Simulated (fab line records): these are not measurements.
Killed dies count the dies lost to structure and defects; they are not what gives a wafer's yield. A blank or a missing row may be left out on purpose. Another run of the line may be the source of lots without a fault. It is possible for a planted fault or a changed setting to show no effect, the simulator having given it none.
A lot that was struck, set against a sound lot | flow sky130 | 19 steps out of a route of 708
Sound: wafers L442.2, L442.4, L442.6. Wafers struck: L445.1, L445.4, L445.6. The cause is given at the end.
For every step that has rows: the tool of each side, followed by ch and its chambers, followed by its first start. Under that, the readings that differ: sound wafers | struck wafers | difference of the means | sigmas: that difference in standard deviations of wafers without a fault.
alike: readings whose means differ by less than 2 such deviations, and words and numbers that are the same on both sides. not compared: withheld readings, readings that some wafer has no value for, bounds like >300 that may hide the same value, and numbers for which the record gives no deviation and whose values overlap.
The two part at a step that has a row with sigmas, a row that says differs or no value, or rows on one side only. Non-overlapping numbers with no deviation appear without sigmas and do not part them. A reading missing from all wafers of one side parts the sides only when that side holds two or more wafers.

first, 1 step without rows for these wafers: SKY_RES_XHIGH_IMPLANT_07.
SKY_RES_XHIGH_STRIP_08: strips in O2/N2.
  sound on plasma asher-03 ch 0,1, day 31 14:32; struck on plasma asher-01 ch 0,1, day 32 00:17
  alike: drypump motor current A, oes product au, strip time to endpoint s
  not compared: rf hours counter h
SKY_RES_XHIGH_TW_MEAS_09:
  sound: film metro-02 at day 31 14:38; struck: film metro-04 at day 32 00:25
  reading      | sound          | struck         | difference | sigmas
  RES_XHIGH_TW | 1635 1634 1635 | 1664 1665 1670 | +32        | +2
then, 7 steps without rows for these wafers: SKY_SD_N_DEHYDRATE_00 (time 60 s); SKY_SD_N_HMDS_01 (prime time 60 s); SKY_SD_N_COAT_02 (resist thk 1140 nm); SKY_SD_N_SOFTBAKE_03 (time 60 s); SKY_SD_N_EXPOSE_04 (exposes mask NSDM, target cd 380 nm); SKY_SD_N_PEB_05; SKY_SD_N_DEVELOP_06 (develop time 60 s).
SKY_SD_N_CD_MEAS_07 targets a cd of 380 nm.
  sound: cd sem-02 at day 32 16:29; struck: cd sem-01 at day 33 02:10
  alike: cd nm
SKY_SD_N_OVL_MEAS_08:
  sound: overlay-02 at day 32 16:36; struck: overlay-01 at day 33 02:17
  alike: SD_N_OVL
SKY_SD_N_IMPLANT_09:
  sound on implanter-02 ch 0, day 32 16:39; struck on implanter-02 ch 0, day 33 02:20
  reading                   | sound                | struck               | difference | sigmas
  beam energy keV           | 50.009 50.016 50.032 | 39.899 39.920 39.910 | -10.109    | -99 or more
  model.implant.rp nm (nm)  | 32.51 32.51 32.51    | 25.97 25.97 25.97    | -6.54      |
  model.implant.drp nm (nm) | 14.11 14.11 14.11    | 11.94 11.94 11.94    | -2.17      |
next, for these wafers, 1 step has no rows: SKY_SD_N_IMPLANT_10.
SKY_SD_N_STRIP_11: strips in O2/N2.
  sound on plasma asher-03 ch 0,1, day 32 16:56; struck on plasma asher-03 ch 0,1, day 33 02:38
  reading                      | sound             | struck            | difference | sigmas
  oes product au (a.u.)        | 0.531 0.521 0.534 | 0.546 0.552 0.541 | +0.018     | +4
  strip time to endpoint s (s) | 22.44 22.47 22.49 | 20.92 20.90 20.90 | -1.56      | -41
  alike: drypump motor current A
  not compared: rf hours counter h
SKY_SD_N_TW_MEAS_12:
  sound: film metro-02 at day 32 17:02; struck: film metro-04 at day 33 03:01
  reading | sound          | struck         | difference | sigmas
  SD_N_TW | 3991 4004 4009 | 3840 3833 3798 | -178       | -6
  not compared: hold
SKY_SD_N_RTA_14: time 2 s.
  sound on rtp anneal-01 ch 0, day 32 17:09; struck on rtp anneal-01 ch 0, day 33 05:25
  alike: chamber o2 ppm, lamp power pct, wafer_temp_C_max
SKY_SD_N_RS_MEAS_16: the measuring method here is four-point-probe.
  sound: film metro-04 at day 32 17:22; struck: film metro-04 at day 33 05:52
  reading          | sound             | struck            | difference | sigmas
  SD_N_RS (ohm/sq) | 68.65 68.52 68.37 | 76.53 76.42 76.33 | +7.91      | +61
  not compared: hold
SKY_PAD_OPEN_PROBE_99:
  the record holds rows for the sound wafers here (prober-01, day 49 08:41) but none for the struck ones

## WHERE THEY PART
Last at SKY_PAD_OPEN_PROBE_99 as far as this record goes, first at SKY_RES_XHIGH_TW_MEAS_09.

WHY: the cause the simulator had injected
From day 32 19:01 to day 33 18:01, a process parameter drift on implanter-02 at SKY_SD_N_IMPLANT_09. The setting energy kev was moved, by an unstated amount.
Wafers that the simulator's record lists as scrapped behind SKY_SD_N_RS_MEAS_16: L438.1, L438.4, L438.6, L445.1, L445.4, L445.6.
